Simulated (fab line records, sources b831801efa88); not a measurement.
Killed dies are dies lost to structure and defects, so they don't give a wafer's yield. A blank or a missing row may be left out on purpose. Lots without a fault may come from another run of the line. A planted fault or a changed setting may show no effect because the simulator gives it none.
One fault seen from 2 desks | flow gf180mcu | each desk has only its own numbers; what lay behind them comes last

THE METROLOGY DESK
What the gauges read, lot by lot, whatever tool the lot ran on: means of the sampled wafers that have a number. A lot is out of limits, marked OUT, if its mean lies more than 4 standard deviations from the usual mean; the brackets give that distance.
Columns: A = cd_nm at GF_HV_LDD_CD_MEAS_19, usual 400.4 nm; B = HV_LDD_CVD_54_THK at GF_HV_LDD_THK_MEAS_55, usual 10.01 nm; C = NSD_RS at GF_PSD_RS_MEAS_14, usual 46.10 ohm/sq; D = PSD_RS at GF_PSD_RS_MEAS_15, usual 108.53 ohm/sq
lot  | first seen here | A     | B     | C                | D
L798 | day 11 01:38    | 398.6 | 10.26 | 46.20            | 108.90
L800 | day 11 06:49    | 399.5 | 9.80  | 46.11            | 108.72
L799 | day 11 11:01    | 402.0 | 9.83  | 46.17            | 108.89
L801 | day 11 14:56    | 399.9 | 10.25 | 46.24            | 108.98
L802 | day 12 01:50    | 396.6 | 10.27 | 46.13            | 108.52
L803 | day 12 09:25    | 403.9 | 10.12 | 46.20            | 108.94
L804 | day 12 19:16    | 401.9 | 9.88  | 46.09            | 108.68
L811 | day 15 00:59    | 396.1 | 9.97  | 46.46            | 108.32
L812 | day 15 10:22    | 399.5 | 9.83  | 46.49 (+4.3) OUT | 108.61
L815 | day 16 02:34    | 397.3 | 9.97  | 46.03            | 108.51
L816 | day 16 15:13    | 404.4 | 10.05 | 45.97            | 108.24
L820 | day 18 00:34    | 398.0 | 10.23 | 45.98            | 108.29
This desk's finding: out of limits on L812; first on L812, day 19 12:34 (NSD_RS at GF_PSD_RS_MEAS_14). In limits: L798, L800, L799, L801, L802, L803, L804, L811, L815, L816, L820.

THE TOOL OWNER'S DESK: implanter-04
The tool's own readings at GF_NSD_IMPLANT_09: means of the sampled wafers that have a number, for each lot that ran on this tool. A lot is out of limits, marked OUT, if its mean lies more than 4 standard deviations from the usual mean; the brackets give that distance.
Columns: A = dose_ions_cm2 at GF_NSD_IMPLANT_09, usual 4e+15
lot  | first seen here | A
L804 | day 15 11:52    | 4e+15
L811 | day 18 01:42    | 4e+15 (-61) OUT
L812 | day 18 11:28    | 4e+15 (-63) OUT
This desk's finding: out of limits on L811, L812; first on L811, day 18 01:42 (dose_ions_cm2 at GF_NSD_IMPLANT_09). In limits: L804.

PUT TOGETHER
The tool owner's desk could have raised an alarm at day 18 01:42, on L811, L812.
The metrology desk could have raised an alarm at day 19 12:34, on L812.
The metrology desk has L811 on record, within its limits.
Of the lots named, all ran GF_NSD_IMPLANT_09 on implanter-04.

WHAT THE SIMULATOR HAD PUT IN
Process parameter drift: implanter-04, from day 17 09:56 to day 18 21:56, at GF_NSD_IMPLANT_09. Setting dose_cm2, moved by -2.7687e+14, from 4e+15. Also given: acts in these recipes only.
Lots struck among those shown: L811, L812.
Hours from the fault's start to each desk's first reading out of limits: the tool owner's desk, 16; the metrology desk, 51.
